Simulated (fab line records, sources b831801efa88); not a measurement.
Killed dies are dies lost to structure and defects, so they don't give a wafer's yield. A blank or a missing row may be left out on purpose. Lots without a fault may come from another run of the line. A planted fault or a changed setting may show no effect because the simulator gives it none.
fab line records | flow gf180mcu
record lots=13 wafers=39 last_day=34
route steps=602 shown VT_IMPLANT@111 HV_LDD@212 SALICIDE@281
lots that met no fault: from a run of the same line without faults
start_h: hours from the record's first day to the start of the lot's first wafer shown | wait_h: hours since the lot's step before | " the same as in the row above | L1.1+2: a row that stands for several wafers | - no value, or no start given | * or withheld: withheld | < > ~ a bound
route shown NAME@n: a module of which the file shows steps, and the number in the route of the first | usual: mean/standard deviation of fault-free wafers | same: alike in all rows | chamber/n: place in a boat | sites: the reading at each site | _std_site: their standard deviation | _edge_site: outer sites' mean less inner sites' | radius_mm: how far each site lies from the wafer's centre | mask NAME#n: copy n | behind: the tool/chamber that last shaped the wafer | hold: why the lot was held/for how many hours/how that ended | device: the transistor (n, p or np) that didn't switch | end of line: the same wafers' tests at the end of the route | a step without rows: its recipe alone | killed: dies lost to structure and defects at the first sort, not the wafer's yield | map: a wafer's dies, x killed, . not, _ none there
set.NAME: the setting as run; set.NAME@STEP: as run at that earlier step | model.NAME: the simulator's own value behind a step, which no gauge read
steps of the route over a sample of lots; a table a step, a row a wafer
services: from which hour (start_h, from the record's first day; less than 0 if before it) a tool's chamber was out of use, for how many hours, and why
## steps
# step GF_VT_IMPLANT_TW_MEAS_21
# usual VT_IMPLANT_2_TW=1216/10
# columns lot.wafer tool chamber start_h wait_h VT_IMPLANT_2_TW
L760.2 film_metro-04 - 127.65 0.1 1204
L760.4 " - " " 1209
L760.5 " - " " 1203
L761.2 film_metro-02 - 133.11 0.1 1226
L761.4 " - " " 1230
L761.5 " - " " 1227
L763.1 film_metro-04 - 146.80 0.1 1209
L763.3 " - " " 1209
L763.4 " - " " 1209
L765.2 film_metro-04 - 157.66 0.1 1209
L765.3 " - " " 1212
L765.6 " - " " 1209
L768.1 film_metro-01 - 177.55 0.1 1212
L768.2 " - " " 1214
L768.3 " - " " 1212
L769.1 film_metro-01 - 181.69 0.1 1211
L769.4 " - " " 1213
L769.5 " - " " 1222
L775.1 film_metro-04 - 218.89 0.1 1216
L775.2 " - " " 1220
L775.4 " - " " 1213
L776.1 film_metro-01 - 227.19 0.1 1222
L776.2 " - " " 1216
L776.6 " - " " 1216
L777.2 film_metro-04 - 235.75 0.1 1213
L777.3 " - " " 1211
L777.5 " - " " 1214
L778.2 film_metro-02 - 239.20 0.1 1231
L778.3 " - " " 1239
L778.4 " - " " 1240
L779.4 film_metro-02 - 247.92 0.1 1234
L779.5 " - " " 1239
L779.6 " - " " 1232
L781.1 film_metro-04 - 257.40 0.1 1205
L781.2 " - " " 1207
L781.3 " - " " 1206
L782.2 film_metro-01 - 265.25 0.1 1220
L782.3 " - " " 1211
L782.6 " - " " 1224
# step GF_HV_LDD_IMPLANT_36
# recipe species=P energy_kev=60 dose_cm2=7.5e+12 tilt_deg=30 rotation_deg=270
# usual dose_ions_cm2=7.502e+12/7.5e+09 faraday_current_uA=42.4/0.87
# columns lot.wafer tool chamber start_h wait_h dose_ions_cm2 faraday_current_uA
L760.2 implanter-02 0 256.84 0.1 7.503e+12 43.6
L760.4 " 0 " " 7.492e+12 42.6
L760.5 " 0 " " 7.498e+12 42.6
L761.2 implanter-02 0 263.14 0.1 7.505e+12 42.0
L761.4 " 0 " " 7.496e+12 43.5
L761.5 " 0 " " 7.494e+12 42.3
L763.1 implanter-02 0 277.67 0.1 7.499e+12 41.6
L763.3 " 0 " " 7.496e+12 42.4
L763.4 " 0 " " 7.503e+12 41.7
L765.2 implanter-02 0 294.19 0.1 1.4311e+13 80.3
L765.3 " 0 " " 1.432e+13 80.6
L765.6 " 0 " " 1.4307e+13 80.4
L768.1 implanter-02 0 316.46 0.1 1.4308e+13 83.0
L768.2 " 0 " " 1.4297e+13 80.6
L768.3 " 0 " " 1.4308e+13 80.8
L769.1 implanter-04 0 321.46 0.1 7.505e+12 43.3
L769.4 " 0 " " 7.504e+12 40.3
L769.5 " 0 " " 7.496e+12 42.4
L775.1 implanter-04 0 369.95 0.1 7.487e+12 41.8
L775.2 " 0 " " 7.498e+12 43.7
L775.4 " 0 " " 7.493e+12 41.7
L776.1 implanter-02 0 381.21 0.1 7.506e+12 43.5
L776.2 " 0 " " 7.496e+12 41.8
L776.6 " 0 " " 7.505e+12 41.7
L777.2 implanter-02 0 390.89 0.1 7.508e+12 41.7
L777.3 " 0 " " 7.514e+12 41.3
L777.5 " 0 " " 7.499e+12 42.8
L778.2 implanter-01 0 393.79 0.1 7.501e+12 42.2
L778.3 " 0 " " 7.506e+12 41.7
L778.4 " 0 " " 7.512e+12 41.7
L779.4 implanter-01 0 404.24 0.1 7.514e+12 42.5
L779.5 " 0 " " 7.509e+12 42.1
L779.6 " 0 " " 7.499e+12 43.2
L781.1 implanter-02 0 418.18 0.1 7.501e+12 42.4
L781.2 " 0 " " 7.499e+12 42.2
L781.3 " 0 " " 7.492e+12 43.0
L782.2 implanter-04 0 425.89 0.1 7.51e+12 43.3
L782.3 " 0 " " 7.516e+12 42.1
L782.6 " 0 " " 7.516e+12 41.1
# step GF_HV_LDD_TW_MEAS_38
# usual HV_LDD_3_TW=1425/9.4
# columns lot.wafer tool chamber start_h wait_h HV_LDD_3_TW
L760.2 film_metro-01 - 257.07 0.1 1438
L760.4 " - " " 1432
L760.5 " - " " 1433
L761.2 film_metro-04 - 263.38 0.1 1429
L761.4 " - " " 1422
L761.5 " - " " 1434
L763.1 film_metro-03 - 277.92 0.1 1417
L763.3 " - " " 1427
L763.4 " - " " 1418
L765.2 film_metro-04 - 294.42 0.1 1528
L765.3 " - " " 1526
L765.6 " - " " 1531
L768.1 film_metro-03 - 316.71 0.1 1513
L768.2 " - " " 1511
L768.3 " - " " 1514
L769.1 film_metro-04 - 321.71 0.1 1437
L769.4 " - " " 1431
L769.5 " - " " 1431
L775.1 film_metro-03 - 370.20 0.1 1415
L775.2 " - " " 1424
L775.4 " - " " 1414
L776.1 film_metro-04 - 381.46 0.1 1423
L776.2 " - " " 1436
L776.6 " - " " 1431
L777.2 film_metro-01 - 391.12 0.1 1445
L777.3 " - " " 1443
L777.5 " - " " 1441
L778.2 film_metro-03 - 394.02 0.1 1423
L778.3 " - " " 1414
L778.4 " - " " 1421
L779.4 film_metro-03 - 404.44 0.1 1416
L779.5 " - " " 1422
L779.6 " - " " 1419
L781.1 film_metro-04 - 418.43 0.1 1425
L781.2 " - " " 1426
L781.3 " - " " 1425
L782.2 film_metro-04 - 426.12 0.1 1426
L782.3 " - " " 1429
L782.6 " - " " 1427
# step GF_HV_LDD_RS_MEAS_53
# recipe thk_meas_gauge=four-point-probe
# usual HV_LDD_RS=418.5/0.9
# columns lot.wafer tool chamber start_h wait_h HV_LDD_RS[ohm/sq]
L760.2 film_metro-03 - 277.01 0.1 416.9
L760.4 " - " " 416.8
L760.5 " - " " 417.9
L761.2 film_metro-03 - 282.61 0.1 418.1
L761.4 " - " " 419.2
L761.5 " - " " 419.9
L763.1 film_metro-03 - 298.23 0.1 417.4
L763.3 " - " " 418.3
L763.4 " - " " 419.2
L765.2 film_metro-03 - 315.41 0.1 402.8
L765.3 " - " " 401.2
L765.6 " - " " 401.8
L768.1 film_metro-04 - 338.41 0.1 401.0
L768.2 " - " " 401.6
L768.3 " - " " 401.2
L769.1 film_metro-03 - 343.79 0.1 417.7
L769.4 " - " " 417.0
L769.5 " - " " 417.2
L775.1 film_metro-01 - 393.49 0.1 419.0
L775.2 " - " " 417.7
L775.4 " - " " 417.7
L776.1 film_metro-01 - 405.53 0.1 418.5
L776.2 " - " " 419.0
L776.6 " - " " 419.7
L777.2 film_metro-01 - 414.70 0.1 420.2
L777.3 " - " " 419.4
L777.5 " - " " 420.4
L778.2 film_metro-04 - 418.06 0.1 417.5
L778.3 " - " " 418.2
L778.4 " - " " 419.0
L779.4 film_metro-01 - 427.86 0.1 419.5
L779.5 " - " " 418.1
L779.6 " - " " 418.4
L781.1 film_metro-04 - 442.99 0.1 419.0
L781.2 " - " " 419.4
L781.3 " - " " 419.7
L782.2 film_metro-01 - 451.06 0.1 418.8
L782.3 " - " " 417.8
L782.6 " - " " 418.1
# step GF_SALICIDE_SPUTTER_03
# recipe material=TiN target_thk_nm=20 power_w=6500 time_s=16.7 chamber_pressure_pa=0.4
# usual throttle_valve_pct=30.3/0.94
# columns lot.wafer tool chamber start_h wait_h throttle_valve_pct
L760.2 pvd_sputter-03 - 342.93 0.0 29.7
L760.4 " - " " 30.1
L760.5 " - " " 30.2
L761.2 pvd_sputter-02 - 348.30 0.0 29.6
L761.4 " - " " 30.9
L761.5 " - " " 30.6
L763.1 pvd_sputter-04 - 366.19 0.0 30.9
L763.3 " - " " 28.7
L763.4 " - " " 31.9
L765.2 pvd_sputter-03 - 385.38 0.0 30.6
L765.3 " - " " 29.9
L765.6 " - " " 29.9
L768.1 pvd_sputter-02 - 411.23 0.0 30.7
L768.2 " - " " 29.5
L768.3 " - " " 30.3
L769.1 pvd_sputter-03 - 416.58 0.0 30.0
L769.4 " - " " 29.8
L769.5 " - " " 30.8
L775.1 pvd_sputter-02 - 469.18 0.0 31.1
L775.2 " - " " 30.8
L775.4 " - " " 29.8
L776.1 pvd_sputter-03 - 483.64 0.0 29.9
L776.2 " - " " 30.7
L776.6 " - " " 30.0
L777.2 pvd_sputter-04 - 492.38 0.0 28.9
L777.3 " - " " 28.4
L777.5 " - " " 30.7
L778.2 pvd_sputter-02 - 494.38 0.0 29.5
L778.3 " - " " 30.4
L778.4 " - " " 30.6
L779.4 pvd_sputter-02 - 504.94 0.0 30.5
L779.5 " - " " 31.1
L779.6 " - " " 29.5
L781.1 pvd_sputter-02 - 519.56 0.0 30.4
L781.2 " - " " 30.4
L781.3 " - " " 30.6
L782.2 pvd_sputter-02 - 526.06 0.0 30.7
L782.3 " - " " 29.4
L782.6 " - " " 30.9
# step GF_SALICIDE_THK_MEAS_05
# recipe thk_meas_gauge=xrf reads=TiN_of_SALICIDE_SPUTTER_03
# usual SALICIDE_TIN_THK=19.7/0.33
# columns lot.wafer tool chamber start_h wait_h SALICIDE_TIN_THK[nm]
L760.2 film_metro-02 - 343.08 0.1 20.0
L760.4 " - " " 19.5
L760.5 " - " " 19.6
L761.2 film_metro-02 - 348.45 0.1 19.7
L761.4 " - " " 19.8
L761.5 " - " " 19.4
L763.1 film_metro-03 - 366.34 0.1 19.8
L763.3 " - " " 19.5
L763.4 " - " " 19.2
L765.2 film_metro-02 - 385.53 0.1 20.1
L765.3 " - " " 20.2
L765.6 " - " " 20.1
L768.1 film_metro-04 - 411.37 0.1 20.1
L768.2 " - " " 20.0
L768.3 " - " " 20.0
L769.1 film_metro-03 - 416.72 0.1 20.2
L769.4 " - " " 19.8
L769.5 " - " " 19.9
L775.1 film_metro-02 - 469.33 0.1 19.4
L775.2 " - " " 19.6
L775.4 " - " " 19.5
L776.1 film_metro-02 - 483.78 0.1 20.4
L776.2 " - " " 20.3
L776.6 " - " " 20.4
L777.2 film_metro-04 - 492.54 0.1 20.0
L777.3 " - " " 20.0
L777.5 " - " " 20.2
L778.2 film_metro-03 - 494.54 0.1 19.4
L778.3 " - " " 19.5
L778.4 " - " " 19.1
L779.4 film_metro-02 - 505.11 0.1 19.7
L779.5 " - " " 20.2
L779.6 " - " " 19.2
L781.1 film_metro-02 - 519.70 0.1 19.4
L781.2 " - " " 19.6
L781.3 " - " " 19.2
L782.2 film_metro-02 - 526.21 0.1 19.5
L782.3 " - " " 19.4
L782.6 " - " " 19.6
## services
# columns tool chamber start_h hours kind
implanter-02 - 275.33 1.4 repair
pvd_sputter-02 - 277.95 3.2 repair
implanter-01 - 294.17 74.9 repair
pvd_sputter-03 - 302.93 1.3 repair
pvd_sputter-02 - 307.43 1.5 repair
pvd_sputter-03 0 315.68 - consumable_replace:kit
pvd_sputter-03 0 315.68 18.0 scheduled_down
pvd_sputter-03 0 315.68 18.0 vent_cycle
implanter-01 - 340.60 3.6 repair
pvd_sputter-03 - 357.88 3.9 repair
pvd_sputter-04 3 365.66 - consumable_replace:kit
implanter-01 - 369.02 4.9 pm
pvd_sputter-02 - 385.18 0.9 repair
pvd_sputter-03 - 387.76 21.1 repair
implanter-02 - 403.00 5.8 pm
pvd_sputter-03 - 420.41 3.6 repair
pvd_sputter-02 0 421.95 - consumable_replace:kit
pvd_sputter-02 0 421.95 18.0 scheduled_down
pvd_sputter-02 0 421.95 18.0 vent_cycle
implanter-04 - 446.56 4.4 repair
implanter-02 - 462.50 2.9 repair
pvd_sputter-02 - 486.72 6.4 repair
pvd_sputter-03 - 489.57 30.4 repair
pvd_sputter-04 - 499.70 2.1 repair
## key
first_sign step=GF_HV_LDD_IMPLANT_36 reading=dose_ions_cm2 direction=up sigmas=99+ usual=7.502e+12 struck=1.4308e+13
effect step=GF_HV_LDD_IMPLANT_36 reading=faraday_current_uA direction=up sigmas=44 usual=42.4 struck=80.9
effect step=GF_HV_LDD_TW_MEAS_38 reading=HV_LDD_3_TW direction=up sigmas=10 usual=1425 struck=1521
effect step=GF_HV_LDD_RS_MEAS_53 reading=HV_LDD_RS direction=down sigmas=19 usual=418.5 struck=401.6
met_at GF_HV_LDD_IMPLANT_36
struck_lots L765,L768
tester_left_out L765,L768
not_acting_at GF_VT_IMPLANT_TW_MEAS_21,GF_SALICIDE_SPUTTER_03,GF_SALICIDE_THK_MEAS_05
onset_between 277.67 294.19
fault kind=process_parameter_drift tool=implanter-02 chamber=- onset_h=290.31 steps=GF_HV_LDD_IMPLANT_36 channel=dose_cm2 offset=6.8032e+12 shape=step end_h=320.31 acts_in=these_recipes_only stated=7.5e+12
# tester_left_out: of these lots the tester's yield and bins aren't shown, on N5 and GAA mostly nor the transistor test; their killed dies are dies lost to structure and defects alone, not to doping, threshold or leakage, so they don't give the yield
